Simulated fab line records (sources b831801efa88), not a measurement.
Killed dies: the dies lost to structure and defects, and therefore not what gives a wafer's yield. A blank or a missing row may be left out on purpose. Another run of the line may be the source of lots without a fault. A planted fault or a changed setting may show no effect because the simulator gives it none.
fab line records | flow sky130
record lots=12 wafers=36 last-day=50
route steps=708 shown RES_XHIGH@340 SD_N@353 SD_P@359 LI_CONTACT@378 PAD_OPEN@708
lots that met no fault: taken from a fault-free run of the same line
start-h: hours from the record's opening day to when the first of the lot's shown wafers began | wait-h: hours elapsed since this lot's preceding step | " the same as in the row above | L1.1+2: several wafers, shown together as one row | - value missing, or start not given | * or withheld: withheld | < > ~ a bound
route shown NAME@n: a module of which the file shows steps, and the number in the route of the first | usual: mean and standard deviation over wafers with no fault | same: alike in all rows | chamber/n: place in a boat | sites: readings site by site | _std_site: the standard deviation of these | _edge_site: the outer-site mean with the inner-site mean subtracted | radius-mm: for every site, how far away it sits from the centre of the wafer | mask NAME#n: copy n | behind: the tool/chamber that last shaped the wafer | hold: the reason the lot was held/the length of the hold in hours/how it ended | device: transistor that didn't switch, given as n, p or np | end of line: the tests these same wafers got at the end of their route | where a step has no rows: the recipe by itself | killed: count of dies lost to structure and defects at first sort (not the wafer's yield) | map: per-die view of a wafer (x killed, . not killed, _ where there is no die)
set.NAME: the setting as run; set.NAME@STEP: as run at that earlier step | model.NAME: the simulator's own value behind a step, which no gauge read
the route's steps for a sample of lots (tables are steps, rows are wafers)
services: when a tool's chamber went out of use (start-h, in hours from the record's first day, below 0 if earlier), for how many hours, and the reason
## steps
# step SKY_RES_XHIGH_STRIP_08
# recipe chemistry=O2/N2 power-w=1400 pressure-mtorr=1500 platen-temp-c=withheld o2-flow-sccm=3000 n2-flow-sccm=300 overash-fraction=0.5
# usual chamber-pressure-mTorr=1499.9/1.4 drypump-motor-current-A=5.8/0.37 oes-product-au=0.711/0.0044 strip-time-to-endpoint-s=14.27/0.042
# columns lot.wafer tool chamber start-h wait-h chamber-pressure-mTorr drypump-motor-current-A oes-product-au rf-hours-counter-h strip-time-to-endpoint-s
L979.1 plasma-asher-02 0 654.74 0.1 1498.2 5.7 0.711 55 14.28
L979.2 " 1 " " 1499.2 6.1 0.704 55 14.27
L979.4 " 0 " " 1500.0 5.8 0.706 - 14.24
L981.1 plasma-asher-02 1 657.07 0.1 1500.6 6.1 0.712 55 14.30
L981.3 " 0 " " 1501.0 5.8 0.712 - 14.29
L981.5 " 1 " " 1501.6 6.1 0.710 - 14.30
L982.2 plasma-asher-03 1 665.04 0.1 1499.0 6.3 0.713 96 14.28
L982.3 " 0 " " 1500.2 5.6 0.718 - 14.28
L982.4 " 1 " " 1499.4 6.3 0.715 - 14.29
L984.1 plasma-asher-02 1 687.74 0.1 1499.1 6.1 0.711 58 14.26
L984.4 " 1 " " 1497.5 6.1 0.715 - 14.26
L984.5 " 1 " " 1500.8 6.1 0.709 - 14.27
L989.2 plasma-asher-02 0 723.34 0.1 1499.1 5.8 0.714 62 14.26
L989.4 " 1 " " 1502.2 6.0 0.709 - 14.27
L989.6 " 1 " " 1498.8 6.1 0.711 - 14.19
L990.2 plasma-asher-03 1 733.34 0.1 1497.2 6.4 0.714 103 14.26
L990.4 " 0 " " 1497.8 5.6 0.709 - 14.28
L990.5 " 1 " " 1501.7 6.3 0.711 - 14.27
L994.3 plasma-asher-02 0 759.13 0.1 1500.2 5.8 0.716 - 14.25
L994.5 " 1 " " 1497.8 6.0 0.708 - 14.32
L994.6 " 0 " " 1500.3 5.8 0.698 - 14.26
L995.1 plasma-asher-04 1 778.67 0.1 1497.5 4.9 0.709 35 14.34
L995.3 " 0 " " 1500.7 5.8 0.715 - 14.36
L995.6 " 0 " " 1500.2 5.8 0.713 - 14.37
L996.3 plasma-asher-03 0 780.38 0.1 1501.1 5.5 0.711 - 14.32
L996.4 " 1 " " 1497.9 6.3 0.717 - 14.32
L996.6 " 1 " " 1500.8 6.4 0.719 - 14.32
L997.2 plasma-asher-04 1 786.89 0.1 1501.8 4.9 0.711 36 14.35
L997.3 " 0 " " 1501.1 5.8 0.718 - 14.34
L997.5 " 0 " " 1498.3 5.8 0.715 - 14.26
L999.2 plasma-asher-02 1 824.44 0.1 1498.7 6.1 0.712 72 14.31
L999.4 " 1 " " 1498.7 6.0 0.712 - 14.26
L999.6 " 0 " " 1500.6 5.8 0.701 - 14.32
L998.3 plasma-asher-03 1 826.17 0.1 1500.7 6.3 0.709 - 14.26
L998.5 " 1 " " 1497.5 6.3 0.720 - 14.26
L998.6 " 0 " " 1500.1 5.6 0.707 - 14.28
# step SKY_SD_N_STRIP_11
# recipe chemistry=O2/N2 power-w=1400 pressure-mtorr=1500 platen-temp-c=withheld o2-flow-sccm=3000 n2-flow-sccm=300 overash-fraction=0.5
# usual chamber-pressure-mTorr=1500.0/1.2 drypump-motor-current-A=5.7/0.41 oes-product-au=0.528/0.005 strip-time-to-endpoint-s=22.55/0.043
# columns lot.wafer tool chamber start-h wait-h chamber-pressure-mTorr drypump-motor-current-A oes-product-au rf-hours-counter-h strip-time-to-endpoint-s
L979.1 plasma-asher-04 1 683.61 0.1 1499.3 4.9 0.523 26 22.50
L979.2 " 0 " " 1499.8 5.8 0.522 26 22.54
L979.4 " 1 " " 1499.8 4.9 0.521 - 22.50
L981.1 plasma-asher-02 0 684.71 0.1 1500.6 5.8 0.526 58 22.55
L981.3 " 1 " " 1499.7 6.1 0.531 - 22.53
L981.5 " 1 " " 1500.1 6.1 0.529 - 22.59
L982.2 plasma-asher-04 0 693.31 0.1 1499.9 5.8 0.536 27 22.61
L982.3 " 0 " " 1499.2 5.9 0.524 - 22.58
L982.4 " 1 " " 1500.8 4.9 0.527 - 22.54
L984.1 plasma-asher-02 1 715.71 0.1 1499.7 6.1 0.521 61 22.49
L984.4 " 1 " " 1499.8 6.0 0.539 - 22.50
L984.5 " 1 " " 1501.2 6.0 0.527 - 22.51
L989.2 plasma-asher-01 1 751.93 0.1 1497.3 5.6 0.535 90 22.57
L989.4 " 0 " " 1500.8 6.2 0.534 - 22.53
L989.6 " 0 " " 1500.3 6.2 0.529 - 22.56
L990.2 plasma-asher-01 0 760.33 0.1 1501.5 6.2 0.527 91 22.54
L990.4 " 0 " " 1500.9 6.2 0.527 - 22.60
L990.5 " 1 " " 1500.2 5.6 0.518 - 22.52
L994.3 plasma-asher-02 1 786.21 0.1 1500.5 6.0 0.527 - 22.59
L994.5 " 1 " " 1501.7 6.1 0.523 - 22.52
L994.6 " 0 " " 1500.4 5.8 0.526 - 22.53
L995.1 plasma-asher-01 0 804.98 0.1 1499.7 6.2 0.531 95 22.62
L995.3 " 0 " " 1501.8 6.2 0.524 - 22.65
L995.6 " 1 " " 1499.1 5.6 0.534 - 22.61
L996.3 plasma-asher-01 1 806.83 0.1 1499.9 5.6 0.524 - 22.51
L996.4 " 0 " " 1500.8 6.2 0.531 - 22.55
L996.6 " 0 " " 1500.2 6.2 0.532 - 22.52
L997.2 plasma-asher-02 1 813.35 0.1 1502.5 6.1 0.530 71 22.59
L997.3 " 0 " " 1501.3 5.8 0.527 - 22.59
L997.5 " 0 " " 1497.7 5.8 0.526 - 22.59
L999.2 plasma-asher-02 1 850.68 0.1 1499.6 6.1 0.531 74 22.56
L999.4 " 0 " " 1497.3 5.8 0.531 - 22.56
L999.6 " 1 " " 1497.3 6.1 0.522 - 22.55
L998.3 plasma-asher-01 0 852.51 0.1 1499.9 6.2 0.532 - 22.59
L998.5 " 0 " " 1500.8 6.2 0.523 - 22.57
L998.6 " 1 " " 1497.8 5.6 0.533 - 22.58
# step SKY_SD_N_RS_MEAS_17
# recipe thk-meas-gauge=four-point-probe
# usual SD_P_RS=146.9/0.43
# columns lot.wafer tool chamber start-h wait-h SD_P_RS[ohm/sq]
L979.1 film-metro-01 - 684.11 0.1 147.5
L979.2 " - " " 148.1
L979.4 " - " " 147.2
L981.1 film-metro-04 - 685.29 0.1 146.7
L981.3 " - " " 146.7
L981.5 " - " " 147.2
L982.2 film-metro-01 - 693.84 0.1 146.8
L982.3 " - " " 147.3
L982.4 " - " " 147.6
L984.1 film-metro-02 - 716.21 0.1 146.3
L984.4 " - " " 146.4
L984.5 " - " " 146.7
L989.2 film-metro-02 - 752.45 0.1 146.8
L989.4 " - " " 146.7
L989.6 " - " " 146.9
L990.2 film-metro-04 - 760.85 0.1 146.4
L990.4 " - " " 146.8
L990.5 " - " " 146.9
L994.3 film-metro-01 - 786.72 0.1 147.8
L994.5 " - " " 147.4
L994.6 " - " " 147.4
L995.1 film-metro-02 - 805.49 0.1 146.5
L995.3 " - " " 146.6
L995.6 " - " " 146.5
L996.3 film-metro-02 - 807.35 0.1 146.6
L996.4 " - " " 147.0
L996.6 " - " " 146.8
L997.2 film-metro-02 - 813.88 0.1 146.4
L997.3 " - " " 146.1
L997.5 " - " " 146.4
L999.2 film-metro-02 - 851.20 0.1 146.4
L999.4 " - " " 147.3
L999.6 " - " " 147.0
L998.3 film-metro-04 - 853.02 0.1 146.6
L998.5 " - " " 146.9
L998.6 " - " " 146.9
# step SKY_LI_CONTACT_STRIP_16
# recipe chemistry=O2/N2 power-w=1400 pressure-mtorr=1500 platen-temp-c=withheld o2-flow-sccm=3000 n2-flow-sccm=300 overash-fraction=0.5
# usual chamber-pressure-mTorr=1499.9/1.3 drypump-motor-current-A=5.9/0.31 oes-product-au=0.376/0.005 strip-time-to-endpoint-s=3.51/0.03
# columns lot.wafer tool chamber start-h wait-h chamber-pressure-mTorr drypump-motor-current-A oes-product-au rf-hours-counter-h strip-time-to-endpoint-s
L979.1 plasma-asher-02 0 712.63 - 1500.6 5.8 0.371 60 3.46
L979.2 " 1 " " 1499.6 6.0 0.376 60 3.53
L979.4 " 1 " " 1500.7 6.1 0.372 - 3.49
L981.1 plasma-asher-03 0 713.78 - 1500.4 5.5 0.374 101 3.46
L981.3 " 0 " " 1501.7 5.6 0.380 - 3.48
L981.5 " 1 " " 1500.1 6.3 0.372 - 3.48
L982.2 plasma-asher-02 0 722.48 - 1499.7 5.8 0.378 61 3.52
L982.3 " 1 " " 1502.6 6.0 0.368 - 3.53
L982.4 " 0 " " 1502.6 5.8 0.377 - 3.52
L984.1 plasma-asher-02 0 745.14 - 1500.8 5.8 0.379 64 3.56
L984.4 " 0 " " 1498.5 5.8 0.372 - 3.49
L984.5 " 0 " " 1497.8 5.7 0.377 - 3.54
L989.2 plasma-asher-01 1 780.47 - - - - - -
L989.4 " 0 " " - - - - -
L989.6 " 0 " " - - - - -
L990.2 plasma-asher-02 1 788.72 - - - - - -
L990.4 " 1 " " - - - - -
L990.5 " 1 " " - - - - -
L994.3 plasma-asher-03 1 814.15 - 1502.0 6.3 0.379 - 3.55
L994.5 " 1 " " 1502.3 6.3 0.372 - 3.55
L994.6 " 0 " " 1498.8 5.6 0.373 - 3.54
L995.1 plasma-asher-03 1 832.59 - 1500.8 6.3 0.382 9 3.54
L995.3 " 1 " " 1498.6 6.3 0.377 - 3.51
L995.6 " 1 " " 1498.5 6.4 0.373 - 3.51
L996.3 plasma-asher-03 0 834.90 - 1500.5 5.6 0.378 - 3.50
L996.4 " 1 " " 1497.9 6.3 0.378 - 3.53
L996.6 " 1 " " 1498.4 6.3 0.381 - 3.53
L997.2 plasma-asher-01 0 841.38 - 1499.5 6.2 0.373 99 3.50
L997.3 " 0 " " 1499.3 6.2 0.374 - 3.52
L997.5 " 1 " " 1501.3 5.5 0.379 - 3.49
L999.2 plasma-asher-03 0 877.89 - 1500.4 5.6 0.373 14 3.54
L999.4 " 0 " " 1497.6 5.6 0.376 - 3.52
L999.6 " 1 " " 1498.2 6.3 0.379 - 3.52
L998.3 plasma-asher-02 1 880.27 - 1501.2 6.0 0.383 - 3.55
L998.5 " 1 " " 1501.4 6.1 0.380 - 3.58
L998.6 " 0 " " 1501.0 5.7 0.378 - 3.57
# step SKY_PAD_OPEN_PROBE_99
# usual killed_at_M0_to_M3=45/7.9 killed_at_M4_up=2.9/1.8 killed-at-contacts=25/5.5 killed-at-front-end=16/4.4 killed-at-other=0.3/0.58 killed-dies=89/9.4 killed-on-rim=18/3.9 killed-open=49/6.8 killed-short=40/6.3
# same gross-dies=492 killed-at-back-side=0
# columns lot.wafer tool chamber start-h wait-h killed_at_M0_to_M3 killed_at_M4_up killed-at-contacts killed-at-front-end killed-at-other killed-dies killed-on-rim killed-open killed-short
L989.2 prober-01 - 1151.49 0.1 50 6 419 17 0 492 96 52 47
L989.4 prober-01 - 1151.59 0.2 54 1 424 13 0 492 96 55 32
L989.6 prober-01 - 1151.69 0.2 49 1 423 19 0 492 96 61 36
L990.2 prober-02 - 1156.31 0.1 44 4 432 12 0 492 96 52 37
L990.4 prober-02 - 1156.41 0.2 40 6 435 11 0 492 96 35 33
L990.5 prober-02 - 1156.46 0.2 44 0 438 10 0 492 96 47 35
L999.2 prober-01 - 1209.57 0.1 47 2 20 17 0 86 19 53 33
L999.4 prober-01 - 1209.67 0.2 58 1 33 9 0 101 29 56 45
L999.6 prober-01 - 1209.77 0.2 39 1 34 18 0 92 15 54 38
# killed by level:class
L989.2 LI_CONTACT:area-sputter=393 VIA1:geometric-particle:open=10 VIA3:geometric-particle:open=10 CONTACT:geometric-particle:open=8 VIA2:geometric-particle:open=6 FIELD_ISO:geometric-particle:short=5 LI_CONTACT:geometric-particle:open=5 CONTACT:geometric-particle:short=5
L989.4 LI_CONTACT:area-sputter=405 VIA1:geometric-particle:open=20 VIA2:geometric-particle:open=9 LI_CONTACT:geometric-particle:open=8 METAL1:geometric-particle:short=6 VIA3:geometric-particle:open=5 CONTACT:geometric-particle:open=4 VIA1:geometric-particle:short=4
L989.6 LI_CONTACT:area-sputter=395 CONTACT:geometric-particle:open=15 METAL1:geometric-particle:short=10 FIELD_ISO:geometric-particle:open=9 VIA1:geometric-particle:open=9 VIA3:geometric-particle:open=8 VIA1:geometric-particle:short=8 LI_CONTACT:geometric-particle:open=7
L990.2 LI_CONTACT:area-sputter=403 CONTACT:geometric-particle:open=14 VIA1:geometric-particle:open=12 VIA2:geometric-particle:open=8 VIA1:geometric-particle:short=8 CONTACT:geometric-particle:short=5 FIELD_ISO:geometric-particle:open=4 FIELD_ISO:geometric-particle:short=4
L990.4 LI_CONTACT:area-sputter=424 VIA1:geometric-particle:open=9 VIA1:geometric-particle:short=8 CONTACT:geometric-particle:open=5 VIA3:geometric-particle:open=5 METAL2:geometric-particle:short=4 VIA2:geometric-particle:open=4 METAL4:geometric-particle:short=4
L990.5 LI_CONTACT:area-sputter=410 VIA1:geometric-particle:open=16 CONTACT:geometric-particle:open=14 CONTACT:geometric-particle:short=7 VIA3:geometric-particle:open=7 VIA1:geometric-particle:short=5 FIELD_ISO:geometric-particle:open=4 FIELD_ISO:geometric-particle:short=4
L999.2 VIA1:geometric-particle:open=10 CONTACT:geometric-particle:open=9 VIA3:geometric-particle:open=9 LI_CONTACT:geometric-particle:open=6 METAL1:geometric-particle:short=6 FIELD_ISO:geometric-particle:open=5 METAL2:geometric-particle:short=5 VIA2:geometric-particle:open=5
L999.4 VIA3:geometric-particle:open=17 VIA1:geometric-particle:short=8 LI_CONTACT:geometric-particle:open=8 CONTACT:geometric-particle:short=8 VIA2:geometric-particle:open=8 VIA1:geometric-particle:open=7 CONTACT:geometric-particle:open=7 METAL2:geometric-particle:short=7
L999.6 LI_CONTACT:geometric-particle:open=14 FIELD_ISO:geometric-particle:open=9 CONTACT:geometric-particle:open=9 VIA1:geometric-particle:open=8 VIA2:geometric-particle:open=5 LOCAL_INTERCONNECT:geometric-particle:short=5 VIA3:geometric-particle:short=5 POLY_GATE:geometric-particle:short=4
## services
# columns tool chamber start-h hours kind
plasma-asher-04 - 662.79 4.9 repair
plasma-asher-02 - 682.94 0.7 repair
plasma-asher-02 - 689.13 0.6 repair
plasma-asher-04 - 722.49 2.2 repair
plasma-asher-03 - 733.75 9.0 pm
plasma-asher-03 0 733.75 9.0 vent-cycle
plasma-asher-03 1 733.75 9.0 vent-cycle
plasma-asher-03 0 742.75 - clean
plasma-asher-03 1 742.75 - clean
plasma-asher-01 - 745.96 0.4 repair
plasma-asher-01 - 782.74 0.6 repair
plasma-asher-01 - 805.75 1.0 repair
plasma-asher-04 - 849.69 14.6 pm
plasma-asher-02 - 866.02 2.0 repair
## key
first-sign step=SKY_LI_CONTACT_STRIP_16 reading=tool-record direction=missing
effect step=SKY_PAD_OPEN_PROBE_99 reading=killed-at-contacts direction=up sigmas=74 usual=25 struck=428
more-kills-born-at SKY_LI_CONTACT_SPUTTER_19@pvd-sputter-02=1237 SKY_LI_CONTACT_SPUTTER_19@pvd-sputter-03=1193
met-at SKY_LI_CONTACT_STRIP_16
struck-lots L989,L990
later-rows-left-out L989.2,L989.4,L989.6,L990.2,L990.4,L990.5
tester-left-out L989,L990
not-acting-at SKY_RES_XHIGH_STRIP_08,SKY_SD_N_STRIP_11,SKY_SD_N_RS_MEAS_17
onset-between 745.14 780.47
fault kind=skipped-step-whole tool=plasma-asher-01,plasma-asher-02 chamber=- onset-h=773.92 steps=SKY_LI_CONTACT_STRIP_16 scope=struck-lots-only
# tester-left-out: of these lots the tester's yield and bins aren't shown, on N5 and GAA mostly nor the transistor test; their killed dies are dies lost to structure and defects alone, not to doping, threshold or leakage, so they don't give the yield
# later-rows-left-out: the simulator's readings of these wafers behind a module that went badly wrong aren't trusted and aren't shown, but for the sort
